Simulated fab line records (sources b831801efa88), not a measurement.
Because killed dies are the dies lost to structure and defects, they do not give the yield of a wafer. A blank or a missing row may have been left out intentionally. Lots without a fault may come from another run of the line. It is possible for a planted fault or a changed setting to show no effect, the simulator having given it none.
What tool caused it? + flow sky130 + Sampling: 11 lots, 33 wafers, 4 of 708 route steps

== WHAT EACH GAUGE READ, for each wafer ==
SKY_VIA1_OVL_MEAS_13. Usual: VIA1_OVL typically reads -2 nm, with standard deviation 6.5.
| lot  | measured     | on         | VIA1_OVL (nm) | flag |
|------|--------------|------------|---------------|------|
| L279 | day 34 22:00 | overlay-01 | 1 9 -5        |      |
| L280 | day 34 21:08 | overlay-01 | -12 -12 -8    |      |
| L282 | day 34 22:39 | overlay-01 | 2 5 -7        |      |
| L283 | day 35 07:00 | overlay-02 | -1 -7 9       |      |
| L284 | day 35 17:03 | overlay-01 | 9 1 0         |      |
| L287 | day 36 20:20 | overlay-02 | 0 -2 10       |      |
| L292 | day 38 07:01 | overlay-01 | -8 -1 -2      |      |
| L293 | day 38 14:22 | overlay-01 | 2 10 0        |      |
| L296 | day 40 17:59 | overlay-02 | 2 -8 -7       |      |
| L298 | day 40 14:30 | overlay-02 | 4 4 3         |      |
| L301 | day 40 21:18 | overlay-02 | -2 -10 1      |      |

== WHAT TOOL EACH LOT RAN ON (gives the tool, then ch and the chambers of the sampled wafers, and finally the start) ==
| lot  | SKY_FIELD_ISO_ETCH_14             | SKY_FIELD_ISO_STRIP_16              | SKY_METAL1_DESCUM_17              |
|------|-----------------------------------|-------------------------------------|-----------------------------------|
| L279 | rie_diel-04 ch 1,2,3, day 2 20:32 | plasma_asher-02 ch 0,1, day 2 20:38 | rie_metal-02 ch 0,1, day 33 18:15 |
| L280 | rie_diel-01 ch 0,3, day 2 21:04   | plasma_asher-03 ch 0,1, day 2 21:10 | rie_metal-03 ch 0,1, day 33 17:32 |
| L282 | rie_diel-04 ch 1,2, day 2 21:45   | plasma_asher-02 ch 0,1, day 2 21:53 | rie_metal-04 ch 0,1, day 33 19:02 |
| L283 | rie_diel-02 ch 0,1,3, day 3 04:40 | plasma_asher-02 ch 0,1, day 3 04:46 | rie_metal-04 ch 0,1, day 34 03:58 |
| L284 | rie_diel-04 ch 1,3, day 3 07:35   | plasma_asher-02 ch 0,1, day 3 07:41 | rie_metal-04 ch 0,1, day 34 13:47 |
| L287 | rie_diel-01 ch 2,3, day 4 00:26   | plasma_asher-03 ch 0,1, day 4 00:32 | rie_metal-03 ch 0,1, day 35 16:34 |
| L292 | rie_diel-04 ch 0,1,2, day 5 01:05 | plasma_asher-01 ch 1, day 5 01:11   | rie_metal-03 ch 0,1, day 37 04:45 |
| L293 | rie_diel-04 ch 1,2, day 5 04:36   | plasma_asher-03 ch 0,1, day 5 04:44 | rie_metal-03 ch 1, day 37 11:57   |
| L296 | rie_diel-02 ch 1,2,3, day 5 20:35 | plasma_asher-02 ch 0,1, day 5 20:41 | rie_metal-03 ch 0,1, day 39 16:00 |
| L298 | rie_diel-01 ch 0,2,3, day 6 08:33 | plasma_asher-03 ch 0,1, day 6 08:39 | rie_metal-02 ch 0,1, day 39 12:07 |
| L301 | rie_diel-01 ch 0,1,2, day 6 23:59 | plasma_asher-03 ch 0,1, day 7 00:05 | rie_metal-03 ch 0,1, day 39 18:56 |
- SKY_FIELD_ISO_ETCH_14: etches BARC in N2/H2, stops on SiO2, time 45.9 s, target depth 60 nm.
- SKY_FIELD_ISO_STRIP_16: strips in O2/N2.
- SKY_METAL1_DESCUM_17: chemistry O2, time 8 s.

== WHAT THE TOOLS THEMSELVES READ (means of the sampled wafers that have a number; where no wafer has one, the mark that the record gives instead) ==
SKY_FIELD_ISO_ETCH_14. Usual: bias_w 100.0 W, standard deviation 0.31; drypump_motor_current_A 5.8 A, standard deviation 0.46; h2_flow_sccm 200.0 sccm, standard deviation 0.57; oes_product_au 0.855 a.u., standard deviation 0.0045; run_length_s 74.3 s, standard deviation 0.42; throttle_valve_pct 13.226 %, standard deviation 0.009.
| lot  | tool        | bias_w (W) | drypump_motor_current_A (A) | h2_flow_sccm (sccm) | oes_product_au (a.u.) | run_length_s (s) | throttle_valve_pct (%) | flag |
|------|-------------|------------|-----------------------------|---------------------|-----------------------|------------------|------------------------|------|
| L279 | rie_diel-04 | 99.9       | 5.9                         | 199.2               | 0.853                 | 74.2             | 13.223                 |      |
| L280 | rie_diel-01 | 100.3      | 5.7                         | 200.1               | 0.856                 | 74.6             | 13.223                 |      |
| L282 | rie_diel-04 | 99.9       | 5.7                         | 200.8               | 0.857                 | 74.4             | 13.224                 |      |
| L283 | rie_diel-02 | 100.1      | 6.0                         | 199.9               | 0.855                 | 74.5             | 13.229                 |      |
| L284 | rie_diel-04 | 100.0      | 6.0                         | 199.8               | 0.858                 | 74.3             | 13.229                 |      |
| L287 | rie_diel-01 | 99.9       | 5.3                         | 199.4               | 0.848                 | 74.3             | 13.229                 |      |
| L292 | rie_diel-04 | 100.2      | 5.5                         | 200.3               | 0.787                 | 86.5             | 13.221                 | OFF  |
| L293 | rie_diel-04 | 100.2      | 5.7                         | 200.4               | 0.781                 | 86.7             | 13.212                 | OFF  |
| L296 | rie_diel-02 | 99.7       | 6.3                         | 200.3               | 0.857                 | 74.3             | 13.224                 |      |
| L298 | rie_diel-01 | 100.0      | 5.5                         | 199.7               | 0.858                 | 74.7             | 13.221                 |      |
| L301 | rie_diel-01 | 99.8       | 5.6                         | 200.4               | 0.852                 | 74.7             | 13.226                 |      |

SKY_FIELD_ISO_STRIP_16. Usual: drypump_motor_current_A 5.5 A, standard deviation 0.56; oes_product_au 0.376 a.u., standard deviation 0.0055; strip_time_to_endpoint_s 3.52 s, standard deviation 0.048.
| lot  | tool            | drypump_motor_current_A (A) | oes_product_au (a.u.) | strip_time_to_endpoint_s (s) | flag |
|------|-----------------|-----------------------------|-----------------------|------------------------------|------|
| L279 | plasma_asher-02 | 5.4                         | 0.375                 | 3.49                         |      |
| L280 | plasma_asher-03 | 5.4                         | 0.376                 | 3.58                         |      |
| L282 | plasma_asher-02 | 5.3                         | 0.375                 | 3.47                         |      |
| L283 | plasma_asher-02 | 5.1                         | 0.377                 | 3.51                         |      |
| L284 | plasma_asher-02 | 5.1                         | 0.375                 | 3.46                         |      |
| L287 | plasma_asher-03 | 5.8                         | 0.377                 | 3.58                         |      |
| L292 | plasma_asher-01 | 5.5                         | 0.372                 | 3.39                         |      |
| L293 | plasma_asher-03 | 5.8                         | 0.364                 | 3.34                         | OFF  |
| L296 | plasma_asher-02 | 5.4                         | 0.373                 | 3.48                         |      |
| L298 | plasma_asher-03 | 5.4                         | 0.378                 | 3.55                         |      |
| L301 | plasma_asher-03 | 5.4                         | 0.375                 | 3.55                         |      |

SKY_METAL1_DESCUM_17. Usual: drypump_motor_current_A 5.4 A, standard deviation 0.56; he_backside_leak_sccm 3.31 sccm, standard deviation 0.13; oes_product_au 0.997 a.u., standard deviation 0.014.
| lot  | tool         | drypump_motor_current_A (A) | he_backside_leak_sccm (sccm) | oes_product_au (a.u.) | flag |
|------|--------------|-----------------------------|------------------------------|-----------------------|------|
| L279 | rie_metal-02 | 5.8                         | 3.12                         | 0.989                 |      |
| L280 | rie_metal-03 | 5.1                         | 3.30                         | 0.995                 |      |
| L282 | rie_metal-04 | 6.0                         | 3.38                         | 1.009                 |      |
| L283 | rie_metal-04 | 6.0                         | 3.38                         | 1.011                 |      |
| L284 | rie_metal-04 | 5.9                         | 3.49                         | 1.009                 |      |
| L287 | rie_metal-03 | 5.1                         | 3.36                         | 1.000                 |      |
| L292 | rie_metal-03 | 5.1                         | 3.35                         | 0.988                 |      |
| L293 | rie_metal-03 | 5.3                         | 3.32                         | 1.016                 |      |
| L296 | rie_metal-03 | 5.1                         | 3.28                         | 0.983                 |      |
| L298 | rie_metal-02 | 5.8                         | 3.21                         | 0.999                 |      |
| L301 | rie_metal-03 | 5.1                         | 3.24                         | 0.994                 |      |

== THE ANSWER, worked out from the rows above alone ==
Rule: a lot is off if the mean of its wafers that have a number lies more than 3 standard deviations from the usual mean. Also off: a lot with no number at a reading for which 4 or more lots have one. The other lots that the step has rows for count as sound. The gauges are gone through in route order, then the tools' own readings, and for those a lot's mean is taken as printed above. At the first step where some lot is off, the reading lying furthest off is the one used; lots without a number count as furthest.
Off: L292, L293 (SKY_FIELD_ISO_ETCH_14, run_length_s).
If a tool, at that step or one of the process steps before it, ran each lot that is off and ran no sound lot following the first of them, it fits. One fits: rie_diel-04 at SKY_FIELD_ISO_ETCH_14. A fault onset in the window from L284 (day 3 07:35, its last sound lot) to L292 (day 5 01:05, its first lot off) fits.
The tool's own readings at SKY_FIELD_ISO_ETCH_14 bear it out: on the lots that are off they differ by more than 5 times the standard deviation of the sound lots' means. oes_product_au reads 0.784 a.u. there against 0.855 a.u. on the sound lots; run_length_s reads 86.6 s there against 74.4 s on the sound lots.

== WHAT HAD BEEN PUT IN BY THE SIMULATOR ==
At SKY_FIELD_ISO_ETCH_14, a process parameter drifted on rie_diel-04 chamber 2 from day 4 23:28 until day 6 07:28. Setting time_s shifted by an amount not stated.
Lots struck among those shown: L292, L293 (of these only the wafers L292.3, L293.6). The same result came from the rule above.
